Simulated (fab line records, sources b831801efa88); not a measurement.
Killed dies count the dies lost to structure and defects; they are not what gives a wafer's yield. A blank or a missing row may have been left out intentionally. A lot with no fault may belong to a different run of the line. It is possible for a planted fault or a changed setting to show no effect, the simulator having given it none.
fab line records ; flow sky130
[record] lots = 6; wafers = 18; lastDay = 50
route steps=708 shown VIA3@575 PAD_OPEN@708
lots that met no fault: taken from a fault-free run of the same line
startH: the number of hours between the record's first day and the start of the first shown wafer of the lot ; waitH: how many hours have passed since the lot's step before this one ; " identical to the entry in the row above ; L1.1+2: one row covering several wafers at once ; - value missing, or start not given ; * or withheld: withheld ; < > ~ a bound
route shown NAME@n: a module of which the file shows steps, and the number in the route of the first ; usual: mean/standard deviation taken from wafers without a fault ; same: alike in all rows ; chamber/n: place in a boat ; sites: readings site by site ; _std_site: standard deviation across them ; _edge_site: inner sites' mean taken away from outer sites' mean ; radiusMm: for every site, how far away it sits from the centre of the wafer ; mask NAME#n: copy n ; behind: the tool/chamber that last shaped the wafer ; hold: reason for holding the lot/hours on hold/outcome of the hold ; device: the n, p or np transistor that did not switch ; end of line: the route-end tests of the same wafers ; a step with no rows: only its recipe ; killed: the dies lost at the first sort to structure and to defects; this is not the yield of the wafer ; map: dies across one wafer; x = killed, . = not, _ = none there
set.NAME: setting as actually run; set.NAME@STEP: the setting as run at that earlier step ; model.NAME: the simulator's own value behind a step, which no gauge read
lots at some steps of the route; a table a step, a row a wafer
services: a tool's chamber out of use, with start hour (startH, from the record's first day; less than 0 if before it), hours out, and reason
[[steps]]
[step SKY_VIA3_CMP_02]
[recipe] material = SiO2; downForcePsi = 4; platenRpm = 60; padVelocityMS = 0.94248
[usual] motorCurrentA = 12.1/0.96
lot.wafer;tool;chamber;startH;waitH;motorCurrentA
L358.3;cmp-02;3;957.02;0.1;12.4
L358.2;cmp-02;0;957.02;0.1;12.8
L358.6;cmp-02;3;957.02;0.1;12.0
L361.3;cmp-02;3;985.80;0.0;12.0
L361.4;cmp-02;1;985.80;0.0;12.6
L361.6;cmp-02;3;985.80;0.0;12.0
L365.2;cmp-01;3;995.86;0.1;9.9
L365.1;cmp-01;0;995.86;0.1;13.4
L365.4;cmp-01;1;995.86;0.1;11.4
L369.2;cmp-01;1;1027.31;0.0;11.2
L369.5;cmp-01;1;1027.31;0.0;11.7
L369.6;cmp-01;2;1027.31;0.0;13.2
L373.3;cmp-01;3;1047.96;0.0;10.2
L373.4;cmp-01;2;1047.96;0.0;12.8
L373.6;cmp-01;0;1047.96;0.0;13.0
L374.2;cmp-02;1;1053.10;0.0;12.2
L374.3;cmp-02;3;1053.10;0.0;11.9
L374.6;cmp-02;1;1053.10;0.0;12.4
[step SKY_VIA3_BOW_MEAS_03]
[recipe] mode = bow
[usual] VIA3_BOW = 82/7.5
lot.wafer;tool;chamber;startH;waitH;VIA3_BOW[um]
L358.2;filmMetro-04;-;957.29;0.2;86
L358.3;filmMetro-04;-;957.29;0.2;91
L358.6;filmMetro-04;-;957.29;0.2;79
L361.3;filmMetro-04;-;986.14;0.3;82
L361.4;filmMetro-04;-;986.14;0.3;80
L361.6;filmMetro-04;-;986.14;0.3;84
L365.1;filmMetro-01;-;996.11;0.1;82
L365.2;filmMetro-01;-;996.11;0.1;88
L365.4;filmMetro-01;-;996.11;0.1;85
L369.2;filmMetro-01;-;1027.63;0.3;71
L369.5;filmMetro-01;-;1027.63;0.3;70
L369.6;filmMetro-01;-;1027.63;0.3;71
L373.3;filmMetro-03;-;1048.30;0.3;94
L373.4;filmMetro-03;-;1048.30;0.3;97
L373.6;filmMetro-03;-;1048.30;0.3;87
L374.2;filmMetro-03;-;1053.42;0.3;89
L374.3;filmMetro-03;-;1053.42;0.3;82
L374.6;filmMetro-03;-;1053.42;0.3;79
[step SKY_VIA3_DEHYDRATE_04]
[recipe] tempC = 200; timeS = 60
[step SKY_VIA3_HMDS_05]
[recipe] primeTimeS = 60; primeTempC = 120
[step SKY_VIA3_COAT_06]
[recipe] resist = BARC; tempC = withheld; timeS = withheld; spinRpm = 3000; resistThkNm = 60
[step SKY_VIA3_COAT_07]
[recipe] resist = KrF-thick; spinRpm = 3000; resistThkNm = 450
[step SKY_VIA3_SOFTBAKE_08]
[recipe] tempC = 100; timeS = 90; resist = KrF-thick
[step SKY_VIA3_EXPOSE_09]
[recipe] maskId = VIM3; na = 0.8; sourceShape = annular; sigmaInner = 0.55; sigmaOuter = 0.85; targetCdNm = 200; doseMj = 38
[step SKY_VIA3_PEB_10]
[recipe] pebTempC = withheld; pebTimeS = withheld; resist = KrF-thick
[step SKY_VIA3_DEVELOP_11]
[recipe] developTimeS = 60; resist = KrF-thick; devTempC = 21
[step SKY_VIA3_CD_MEAS_12]
[recipe] targetCdNm = 200
[usual] cdNm = 200.0/1.5
lot.wafer;tool;chamber;startH;waitH;cdNm
L358.2;cdSem-02;-;981.42;-;199.4
L358.3;cdSem-02;-;981.42;-;199.0
L358.6;cdSem-02;-;981.42;-;199.7
L361.3;cdSem-02;-;1008.79;-;200.4
L361.4;cdSem-02;-;1008.79;-;198.6
L361.6;cdSem-02;-;1008.79;-;199.7
L365.1;cdSem-02;-;1018.60;-;198.2
L365.2;cdSem-02;-;1018.60;-;198.3
L365.4;cdSem-02;-;1018.60;-;198.3
L369.2;cdSem-01;-;1049.67;-;200.4
L369.5;cdSem-01;-;1049.67;-;201.2
L369.6;cdSem-01;-;1049.67;-;199.5
L373.3;cdSem-01;-;1069.33;-;200.0
L373.4;cdSem-01;-;1069.33;-;199.8
L373.6;cdSem-01;-;1069.33;-;200.1
L374.2;cdSem-01;-;1074.96;-;201.1
L374.3;cdSem-01;-;1074.96;-;201.9
L374.6;cdSem-01;-;1074.96;-;201.6
[step SKY_VIA3_OVL_MEAS_13]
[usual] VIA3_OVL = -4/5.5
lot.wafer;tool;chamber;startH;waitH;VIA3_OVL[nm]
L358.2;overlay-01;-;981.53;0.1;5
L358.3;overlay-01;-;981.53;0.1;1
L358.6;overlay-01;-;981.53;0.1;4
L361.3;overlay-02;-;1008.88;0.1;-4
L361.4;overlay-02;-;1008.88;0.1;-6
L361.6;overlay-02;-;1008.88;0.1;-2
L365.1;overlay-01;-;1018.72;0.1;-2
L365.2;overlay-01;-;1018.72;0.1;-4
L365.4;overlay-01;-;1018.72;0.1;-4
L369.2;overlay-02;-;1049.78;0.1;-10
L369.5;overlay-02;-;1049.78;0.1;-3
L369.6;overlay-02;-;1049.78;0.1;-12
L373.3;overlay-01;-;1069.42;0.1;-5
L373.4;overlay-01;-;1069.42;0.1;-4
L373.6;overlay-01;-;1069.42;0.1;-3
L374.2;overlay-01;-;1075.07;0.1;-14
L374.3;overlay-01;-;1075.07;0.1;-19
L374.6;overlay-01;-;1075.07;0.1;-7
[step SKY_VIA3_ETCH_14]
[recipe] chemistry = N2/H2; target = BARC; ionEnergyEv = 200; sourceW = 500; biasW = 100; pressureMtorr = 30; n2FlowSccm = 100; h2FlowSccm = 200; stopOn = SiO2; timeS = 45.9; targetDepthA = 600
[usual] biasW = 100.01/0.28; drypumpMotorCurrentA = 5.6/0.55; n2FlowSccm = 99.99/0.3; oesProductAu = 0.854/0.0043; throttleValvePct = 13.224/0.0098
lot.wafer;tool;chamber;startH;waitH;biasW;drypumpMotorCurrentA;n2FlowSccm;oesProductAu;rfHoursCounterH;throttleValvePct
L358.2;rieDiel-02;3;981.56;0.0;100.24;5.5;99.88;0.854;11;13.211
L358.3;rieDiel-02;0;981.56;0.0;99.90;5.9;99.77;0.855;26;13.221
L358.6;rieDiel-02;1;981.56;0.0;100.62;5.4;100.14;0.851;-;13.212
L361.3;rieDiel-04;1;1008.91;0.0;100.08;6.2;99.63;0.843;18;13.224
L361.4;rieDiel-04;0;1008.91;0.0;100.39;6.3;100.04;0.852;7;13.229
L361.6;rieDiel-04;3;1008.91;0.0;100.09;5.7;99.93;0.849;-;13.222
L365.1;rieDiel-02;0;1018.76;0.0;100.40;6.0;99.73;0.851;27;13.218
L365.2;rieDiel-02;3;1018.76;0.0;100.33;5.5;99.88;0.855;13;13.214
L365.4;rieDiel-02;1;1018.76;0.0;104.32;5.4;99.80;0.861;13;13.222
L369.2;rieDiel-02;1;1049.81;0.0;104.11;5.4;99.97;0.856;14;13.218
L369.5;rieDiel-02;0;1049.81;0.0;99.77;5.9;100.02;0.856;-;13.207
L369.6;rieDiel-02;3;1049.81;0.0;99.66;5.5;99.39;0.858;-;13.236
L373.3;rieDiel-03;2;1069.45;0.0;100.25;4.9;99.93;0.854;5;13.227
L373.4;rieDiel-03;0;1069.45;0.0;100.26;4.7;100.06;0.857;19;13.231
L373.6;rieDiel-03;2;1069.45;0.0;100.35;4.9;100.20;0.852;-;13.213
L374.2;rieDiel-03;3;1075.10;0.0;100.12;6.4;99.68;0.853;21;13.210
L374.3;rieDiel-03;1;1075.10;0.0;99.82;5.4;100.24;0.847;8;13.212
L374.6;rieDiel-03;1;1075.10;0.0;99.71;5.3;100.06;0.857;-;13.228
[step SKY_VIA3_ETCH_15]
[recipe] target = SiO2; chemistry = C4F8/O2/Ar; targetDepthNm = 507; stopOn = TiN; maskMaterial = KrF-thick; sourceW = 1500; biasW = 1200; pressureMtorr = 40; c4f8FlowSccm = withheld; O2_flow_sccm = 6; Ar_flow_sccm = 300; timeS = 78
[usual] biasW = 1199/3.8; oesProductAu = 0.945/0.0046
lot.wafer;tool;chamber;startH;waitH;biasW;oesProductAu
L358.2;rieDiel-02;3;981.60;0.0;1191;0.944
L358.3;rieDiel-02;0;981.60;0.0;1196;0.943
L358.6;rieDiel-02;1;981.60;0.0;1193;0.945
L361.3;rieDiel-04;1;1008.95;0.0;1198;0.944
L361.4;rieDiel-04;0;1008.95;0.0;1199;0.949
L361.6;rieDiel-04;3;1008.95;0.0;1202;0.944
L365.1;rieDiel-02;0;1018.80;0.0;1205;0.940
L365.2;rieDiel-02;3;1018.80;0.0;1200;0.946
L365.4;rieDiel-02;1;1018.80;0.0;1201;0.933
L369.2;rieDiel-02;1;1049.85;0.0;1200;0.947
L369.5;rieDiel-02;0;1049.85;0.0;1195;0.952
L369.6;rieDiel-02;3;1049.85;0.0;1202;0.944
L373.3;rieDiel-03;2;1069.49;0.0;1200;0.951
L373.4;rieDiel-03;0;1069.49;0.0;1203;0.947
L373.6;rieDiel-03;2;1069.49;0.0;1197;0.947
L374.2;rieDiel-03;3;1075.14;0.0;1201;0.947
L374.3;rieDiel-03;1;1075.14;0.0;1196;0.940
L374.6;rieDiel-03;1;1075.14;0.0;1196;0.945
[step SKY_PAD_OPEN_PROBE_99]
[usual] defectLimitedYield = 82.2/1.9; killed_at_M0_to_M3 = 43/6.5; killed_at_M4_up = 3.5/1.9; killedAtContacts = 24/5.4; killedAtFrontEnd = 16/4.8; killedAtOther = 0.4/0.64; killedDies = 87/9.4; killedOpen = 47/7; killedShort = 40/6.3; sort_bin_3_pad_short = 0.9/0.4; sort_bin_5_function = 10.5/1.4; sort_bin_6_memory = 6.3/1.1; sortNPass = 405/9.4; sortYieldPct = 82.2/1.9
[same] grossDies = 492; killedAtBackSide = 0; sort_bin_4_leakage[%] = 0; sort_bin_8_speed[%] = 0
lot.wafer;tool;chamber;startH;waitH;defectLimitedYield[%];killed_at_M0_to_M3;killed_at_M4_up;killedAtContacts;killedAtFrontEnd;killedAtOther;killedDies;killedOpen;killedShort;sort_bin_3_pad_short[%];sort_bin_5_function[%];sort_bin_6_memory[%];sortNPass;sortYieldPct[%]
L358.2;prober-02;-;1121.46;0.1;82.3;44;6;16;21;0;87;42;45;1.6;11.2;4.9;405;82.3
L358.3;prober-02;-;1121.51;0.2;79.7;42;7;27;24;0;100;47;53;2.0;10.6;7.7;392;79.7
L358.6;prober-02;-;1121.66;0.2;85.6;39;2;17;13;0;71;39;32;0.4;8.3;5.7;421;85.6
L373.3;prober-02;-;1188.91;0.2;84.6;39;7;19;11;0;76;40;36;1.4;9.3;4.7;416;84.6
L373.4;prober-02;-;1188.96;0.2;83.3;40;1;25;16;0;82;43;39;1.4;8.3;6.9;410;83.3
L373.6;prober-02;-;1189.06;0.2;82.5;37;4;32;13;0;86;36;48;1.4;9.6;6.5;406;82.5
// killed by level:class
L358.2 VIA1:geometricParticle:open=10 VIA1:geometricParticle:short=8 POLY_GATE:geometricParticle:open=7 VIA2:geometricParticle:open=6 METAL1:geometricParticle:short=5 FIELD_ISO:geometricParticle:short=4 POLY_GATE:geometricParticle:short=4 VIA2:geometricParticle:short=4
L358.3 VIA1:geometricParticle:open=12 CONTACT:geometricParticle:short=8 METAL1:geometricParticle:short=8 VIA1:geometricParticle:short=8 FIELD_ISO:geometricParticle:open=7 LI_CONTACT:geometricParticle:open=7 POLY_GATE:geometricParticle:open=6 CONTACT:geometricParticle:open=5
L358.6 VIA3:geometricParticle:open=10 VIA1:geometricParticle:open=7 VIA2:geometricParticle:open=7 FIELD_ISO:geometricParticle:short=6 LI_CONTACT:geometricParticle:open=6 CONTACT:geometricParticle:short=4 VIA1:geometricParticle:short=4 CONTACT:geometricParticle:open=3
L373.3 VIA1:geometricParticle:open=10 LI_CONTACT:geometricParticle:open=9 METAL2:geometricParticle:short=6 METAL4:geometricParticle:short=5 FIELD_ISO:geometricParticle:open=4 VIA1:geometricParticle:short=4 CONTACT:geometricParticle:short=4 METAL1:geometricParticle:short=4
L373.4 VIA1:geometricParticle:open=10 CONTACT:geometricParticle:open=8 CONTACT:geometricParticle:short=7 LI_CONTACT:geometricParticle:open=5 VIA3:geometricParticle:short=5 METAL1:geometricParticle:short=5 VIA1:geometricParticle:short=5 FIELD_ISO:geometricParticle:open=4
L373.6 CONTACT:geometricParticle:open=10 CONTACT:geometricParticle:short=8 METAL1:geometricParticle:short=7 VIA1:geometricParticle:open=7 LI_CONTACT:geometricParticle:open=6 LOCAL_INTERCONNECT:geometricParticle:short=5 VIA3:geometricParticle:short=4 METAL2:geometricParticle:short=4
[[services]]
tool;chamber;startH;hours;kind
cmp-02;-;994.74;6.1;pm
rieDiel-03;-;995.79;3.9;repair
cmp-02;-;1014.51;2.5;repair
rieDiel-04;-;1025.73;2.8;pm
rieDiel-02;1;1032.82;2.0;repair
rieDiel-03;2;1039.05;7.4;repair
rieDiel-02;-;1051.81;14.6;pm
cmp-02;-;1068.86;0.3;repair
[[key]]
[firstSign] step = SKY_VIA3_ETCH_14; reading = biasW; direction = up; sigmas = 15; usual = 100.01; struck = 104.22
effect none on later readings
metAt SKY_VIA3_ETCH_14
struckWafers L365.4,L369.2
onsetBetween 981.56 1018.76
[fault] kind = processParameterDrift; tool = rieDiel-02; chamber = 1; onsetH = 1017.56; steps = SKY_VIA3_ETCH_14; channel = biasW; offset = 3.978; shape = step; endH = 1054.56; actsIn = theseRecipesOnly; stated = 100
